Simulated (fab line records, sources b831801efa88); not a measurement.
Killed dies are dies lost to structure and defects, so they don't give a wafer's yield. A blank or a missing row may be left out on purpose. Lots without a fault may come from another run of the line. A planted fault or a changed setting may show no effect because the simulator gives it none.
fab line records | flow gf180mcu
record lots=13 wafers=39 last_day=34
route steps=602 shown VT_IMPLANT@121 PSD@258 SALICIDE@281 M3@423
lots that met no fault: from a run of the same line without faults
start_h: hours from the record's first day to the start of the lot's first wafer shown | wait_h: hours since the lot's step before | " the same as in the row above | L1.1+2: a row that stands for several wafers | - no value, or no start given | * or withheld: withheld | < > ~ a bound
route shown NAME@n: a module of which the file shows steps, and the number in the route of the first | usual: mean/standard deviation of fault-free wafers | same: alike in all rows | chamber/n: place in a boat | sites: the reading at each site | _std_site: their standard deviation | _edge_site: outer sites' mean less inner sites' | radius_mm: how far each site lies from the wafer's centre | mask NAME#n: copy n | behind: the tool/chamber that last shaped the wafer | hold: why the lot was held/for how many hours/how that ended | device: the transistor (n, p or np) that didn't switch | end of line: the same wafers' tests at the end of the route | a step without rows: its recipe alone | killed: dies lost to structure and defects at the first sort, not the wafer's yield | map: a wafer's dies, x killed, . not, _ none there
set.NAME: the setting as run; set.NAME@STEP: as run at that earlier step | model.NAME: the simulator's own value behind a step, which no gauge read
steps of the route over a sample of lots; a table a step, a row a wafer
services: from which hour (start_h, from the record's first day; less than 0 if before it) a tool's chamber was out of use, for how many hours, and why
## steps
# step GF_VT_IMPLANT_STRIP_31
# recipe chemistry=O2/N2 power_w=1400 pressure_mtorr=1500 platen_temp_c=250 o2_flow_sccm=3000 n2_flow_sccm=300 overash_fraction=0.5
# usual drypump_motor_current_A=5.5/0.59 heater_power_w=342/37 o2_flow_sccm=2999/9.2 oes_product_au=0.716/0.0046 strip_time_to_endpoint_s=12.64/0.039
# columns lot.wafer tool chamber start_h wait_h drypump_motor_current_A heater_power_w o2_flow_sccm oes_product_au rf_hours_counter_h strip_time_to_endpoint_s
L338.2 plasma_asher-02 1 143.96 0.1 4.7 375 2992 0.710 50 12.60
L338.3 " 0 " " 6.0 375 3004 0.721 - 12.61
L338.6 " 0 " " 6.0 390 3017 0.717 - 12.61
L339.3 plasma_asher-04 0 151.80 0.1 5.8 278 3013 0.715 - 12.63
L339.4 " 1 " " 4.9 327 3000 0.710 - 12.64
L339.5 " 0 " " 5.8 266 3022 0.707 - 12.62
L340.2 plasma_asher-02 0 153.96 0.1 6.0 382 2990 0.720 51 12.63
L340.3 " 1 " " 4.7 357 3011 0.721 - 12.62
L340.6 " 1 " " 4.7 363 2996 0.710 - 12.66
L341.1 plasma_asher-02 0 161.33 0.1 6.0 383 3005 0.712 52 12.63
L341.3 " 0 " " 6.0 389 2995 0.711 - 12.62
L341.6 " 1 " " 4.7 371 3000 0.721 - 12.65
L342.1 plasma_asher-02 0 168.46 0.1 6.0 387 2993 0.716 53 12.64
L342.3 " 1 " " 4.7 366 3002 0.712 - 12.67
L342.4 " 0 " " 6.0 378 3001 0.714 - 12.65
L347.4 plasma_asher-03 0 197.70 0.1 6.0 297 3002 0.715 - 12.63
L347.5 " 1 " " 6.0 325 2994 0.715 - 12.62
L347.6 " 0 " " 6.0 293 2990 0.707 - 12.65
L350.2 plasma_asher-03 0 218.71 0.1 6.0 302 3006 0.719 53 12.72
L350.5 " 0 " " 6.0 312 2987 0.712 - 12.74
L350.6 " 1 " " 6.0 322 2998 0.716 - 12.70
L355.1 plasma_asher-02 0 251.21 0.1 6.0 372 3013 0.718 62 12.64
L355.3 " 0 " " 6.0 381 3005 0.705 - 12.65
L355.4 " 1 " " 4.7 366 3003 0.723 - 12.67
L356.1 plasma_asher-04 0 258.17 0.1 5.8 279 2996 0.719 49 12.59
L356.2 " 1 " " 4.9 325 3000 0.712 49 12.59
L356.4 " 1 " " 4.9 327 2997 0.714 - 12.58
L358.3 plasma_asher-02 0 269.99 0.1 6.0 374 2978 0.714 - 12.67
L358.4 " 1 " " 4.7 367 2996 0.722 - 12.64
L358.6 " 0 " " 6.0 369 2986 0.727 - 12.64
L359.1 plasma_asher-04 1 279.88 0.1 4.8 324 3004 0.717 52 12.67
L359.3 " 0 " " 5.8 278 2998 0.711 - 12.66
L359.6 " 1 " " 4.8 330 3024 0.718 - 12.69
L360.2 plasma_asher-04 0 284.48 0.1 5.8 270 3015 0.716 52 12.66
L360.3 " 0 " " 5.8 275 3004 0.712 - 12.67
L360.4 " 1 " " 4.8 328 3006 0.707 - 12.69
L361.3 plasma_asher-03 1 290.30 0.1 6.0 319 2991 0.716 - 12.66
L361.4 " 0 " " 5.9 303 2988 0.719 - 12.67
L361.5 " 0 " " 5.9 294 2991 0.713 - 12.68
# step GF_PSD_STRIP_10
# recipe chemistry=O2/N2 power_w=1400 pressure_mtorr=1500 platen_temp_c=250 o2_flow_sccm=3000 n2_flow_sccm=300 overash_fraction=0.5
# usual drypump_motor_current_A=5.6/0.61 heater_power_w=345/28 o2_flow_sccm=3001/7.8 oes_product_au=0.592/0.0048 strip_time_to_endpoint_s=16.52/0.047
# columns lot.wafer tool chamber start_h wait_h drypump_motor_current_A heater_power_w o2_flow_sccm oes_product_au rf_hours_counter_h strip_time_to_endpoint_s
L338.2 plasma_asher-01 0 323.03 0.1 6.4 330 3007 0.597 20 16.46
L338.3 " 0 " " 6.4 331 3011 0.588 - 16.52
L338.6 " 1 " " 5.1 332 2998 0.594 - 16.47
L339.3 plasma_asher-02 0 327.80 0.1 6.0 382 3005 0.600 - 16.52
L339.4 " 1 " " 4.7 370 3011 0.596 - 16.54
L339.5 " 0 " " 6.0 384 2994 0.590 - 16.60
L340.2 plasma_asher-02 1 333.07 0.1 4.7 361 2986 0.587 71 16.56
L340.3 " 0 " " 6.0 379 3009 0.602 - 16.58
L340.6 " 0 " " 6.0 375 3009 0.593 - 16.53
L341.1 plasma_asher-01 1 339.27 0.1 5.1 340 2999 0.590 22 16.55
L341.3 " 0 " " 6.4 328 3000 0.584 - 16.55
L341.6 " 0 " " 6.4 330 3000 0.594 - 16.57
L342.1 plasma_asher-02 1 350.43 0.1 4.7 370 2998 0.592 72 16.51
L342.3 " 0 " " 6.0 379 2993 0.594 - 16.53
L342.4 " 1 " " 4.7 361 2998 0.593 - 16.48
L347.4 plasma_asher-01 0 386.16 0.1 6.4 328 3007 0.598 - 16.49
L347.5 " 1 " " 5.2 334 2978 0.592 - 16.54
L347.6 " 0 " " 6.4 335 3009 0.600 - 16.48
L350.2 plasma_asher-01 0 413.08 0.1 6.4 333 2990 0.590 29 16.48
L350.5 " 1 " " 5.2 332 3010 0.579 - 16.49
L350.6 " 0 " " 6.4 332 3000 0.593 - 16.45
L355.1 plasma_asher-03 1 461.48 0.1 6.0 323 2997 0.589 78 16.53
L355.3 " 0 " " 5.9 295 2995 0.596 - 16.55
L355.4 " 1 " " 6.0 321 3003 0.589 - 16.55
L356.1 plasma_asher-01 1 467.74 0.1 5.2 329 2997 0.594 34 16.58
L356.2 " 0 " " 6.4 324 2994 0.588 34 16.55
L356.4 " 1 " " 5.2 336 2999 0.591 - 16.58
L358.3 plasma_asher-02 0 489.21 0.1 6.0 355 2990 0.590 - 16.45
L358.4 " 1 " " 4.7 380 3021 0.587 - 16.47
L358.6 " 0 " " 6.0 360 3006 0.604 - 16.49
L359.1 plasma_asher-03 1 496.87 0.1 6.0 322 2993 0.593 82 16.54
L359.3 " 1 " " 6.0 320 2983 0.589 - 16.56
L359.6 " 0 " " 6.0 300 3000 0.592 - 16.53
L360.2 plasma_asher-02 1 507.94 0.1 4.7 375 3010 0.592 8 16.53
L360.3 " 0 " " 6.0 354 3008 0.594 - 16.53
L360.4 " 1 " " 4.7 379 3001 0.590 - 16.53
L361.3 plasma_asher-02 0 510.08 0.1 6.0 354 3007 0.583 - 16.52
L361.4 " 1 " " 4.7 378 3001 0.590 - 16.48
L361.5 " 0 " " 6.0 355 3007 0.590 - 16.52
# step GF_SALICIDE_SPUTTER_03
# recipe material=TiN target_thk_nm=20 power_w=6500 time_s=16.7 chamber_pressure_pa=0.4
# usual chamber_pressure_pa=0.4001/0.00093 throttle_valve_pct=30.1/1.1
# columns lot.wafer tool chamber start_h wait_h chamber_pressure_pa throttle_valve_pct
L338.2 pvd_sputter-01 - 344.81 0.0 0.4006 31.7
L338.3 " - " " 0.4008 30.1
L338.6 " - " " 0.3988 30.0
L339.3 pvd_sputter-02 - 350.21 0.0 0.3996 30.6
L339.4 " - " " 0.4000 31.2
L339.5 " - " " 0.3993 28.4
L340.2 pvd_sputter-02 - 355.11 0.0 0.4008 29.3
L340.3 " - " " 0.3986 30.7
L340.6 " - " " 0.4010 29.1
L341.1 pvd_sputter-02 - 361.15 0.0 0.3999 31.4
L341.3 " - " " 0.3989 30.5
L341.6 " - " " 0.3998 31.1
L342.1 pvd_sputter-03 - 372.50 0.0 0.3992 30.8
L342.3 " - " " 0.4026 31.6
L342.4 " - " " 0.4009 28.9
L347.4 pvd_sputter-03 - 410.75 0.0 0.3494 30.9
L347.5 " - " " 0.3496 31.1
L347.6 " - " " 0.3996 31.7
L350.2 pvd_sputter-03 - 439.07 0.0 0.3988 31.4
L350.5 " - " " 0.3510 31.0
L350.6 " - " " 0.3993 31.3
L355.1 pvd_sputter-01 - 486.11 0.0 0.4014 30.1
L355.3 " - " " 0.3994 31.5
L355.4 " - " " 0.3997 30.3
L356.1 pvd_sputter-02 - 492.40 0.0 0.4005 29.0
L356.2 " - " " 0.4004 28.3
L356.4 " - " " 0.3998 29.2
L358.3 pvd_sputter-03 - 513.02 0.0 0.3996 28.9
L358.4 " - " " 0.3992 31.4
L358.6 " - " " 0.4007 31.7
L359.1 pvd_sputter-02 - 521.39 0.0 0.3999 28.3
L359.3 " - " " 0.3994 31.4
L359.6 " - " " 0.3988 31.3
L360.2 pvd_sputter-02 - 532.50 0.0 0.4001 31.1
L360.3 " - " " 0.4018 30.4
L360.4 " - " " 0.4004 29.2
L361.3 pvd_sputter-03 - 534.10 0.0 0.4010 29.0
L361.4 " - " " 0.3992 29.1
L361.5 " - " " 0.3998 28.9
# step GF_M3_CD_MEAS_14
# recipe target_cd_nm=280
# usual cd_nm=280.2/1.6
# columns lot.wafer tool chamber start_h wait_h cd_nm
L338.2 cd_sem-02 - 492.86 0.1 278.3
L338.3 " - " " 278.9
L338.6 " - " " 278.0
L339.3 cd_sem-01 - 501.02 0.1 282.2
L339.4 " - " " 283.6
L339.5 " - " " 282.5
L340.2 cd_sem-02 - 506.79 0.1 282.0
L340.3 " - " " 282.1
L340.6 " - " " 281.4
L341.1 cd_sem-02 - 513.18 0.1 279.2
L341.3 " - " " 280.2
L341.6 " - " " 279.0
L342.1 cd_sem-02 - 524.77 0.1 281.6
L342.3 " - " " 281.4
L342.4 " - " " 281.3
L347.4 cd_sem-02 - 561.68 0.1 280.0
L347.5 " - " " 279.8
L347.6 " - " " 280.3
L350.2 cd_sem-01 - 598.04 10.9 282.3
L350.5 " - " " 282.7
L350.6 " - " " 283.0
L355.1 cd_sem-01 - 633.78 0.1 280.6
L355.3 " - " " 281.1
L355.4 " - " " 280.4
L356.1 cd_sem-02 - 640.53 0.1 278.9
L356.2 " - " " 278.9
L356.4 " - " " 279.1
L358.3 cd_sem-01 - 657.02 0.1 277.9
L358.4 " - " " 279.0
L358.6 " - " " 279.8
L359.1 cd_sem-02 - 663.13 0.1 278.5
L359.3 " - " " 278.5
L359.6 " - " " 278.0
L360.2 cd_sem-02 - 671.10 0.1 282.1
L360.3 " - " " 282.1
L360.4 " - " " 283.4
L361.3 cd_sem-02 - 672.46 0.1 277.2
L361.4 " - " " 278.2
L361.5 " - " " 277.9
## services
# columns tool chamber start_h hours kind
plasma_asher-03 - 151.70 11.2 pm
pvd_sputter-01 - 155.39 8.0 repair
plasma_asher-04 - 170.53 2.8 repair
pvd_sputter-02 - 220.00 2.7 repair
pvd_sputter-02 - 236.16 12.3 repair
pvd_sputter-02 - 252.47 1.2 repair
plasma_asher-01 - 272.40 5.1 repair
pvd_sputter-01 - 275.23 1.4 repair
pvd_sputter-01 - 292.73 1.3 repair
plasma_asher-03 - 318.17 7.6 repair
pvd_sputter-01 - 331.83 11.2 repair
plasma_asher-01 - 343.06 2.8 pm
pvd_sputter-03 - 345.78 1.6 repair
plasma_asher-01 - 353.56 8.5 repair
plasma_asher-04 - 354.21 15.6 pm
plasma_asher-03 - 402.21 2.8 repair
plasma_asher-02 - 421.28 9.0 pm
plasma_asher-02 0 421.28 9.0 vent_cycle
pvd_sputter-03 - 431.58 5.1 repair
plasma_asher-04 - 433.27 3.8 repair
pvd_sputter-03 - 434.67 1.9 repair
plasma_asher-04 - 447.26 1.8 repair
pvd_sputter-02 - 508.38 1.9 repair
pvd_sputter-03 - 508.66 1.7 repair
## key
first_sign step=GF_SALICIDE_SPUTTER_03 reading=chamber_pressure_pa direction=down sigmas=54 usual=0.4001 struck=0.3500
effect none on later readings
met_at GF_SALICIDE_SPUTTER_03
struck_lots L347,L350
struck_wafers L347.4,L347.5,L350.5
tester_left_out L347,L350
not_acting_at GF_VT_IMPLANT_STRIP_31,GF_PSD_STRIP_10,GF_M3_CD_MEAS_14
fault kind=process_parameter_drift tool=pvd_sputter-03 chamber=- onset_h=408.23 steps=GF_SALICIDE_SPUTTER_03 channel=chamber_pressure_pa offset=-0.049793 shape=step end_h=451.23 acts_in=these_recipes_only stated=0.4 scope=struck_wafers_only
# tester_left_out: of these lots the tester's yield and bins aren't shown, on N5 and GAA mostly nor the transistor test; their killed dies are dies lost to structure and defects alone, not to doping, threshold or leakage, so they don't give the yield
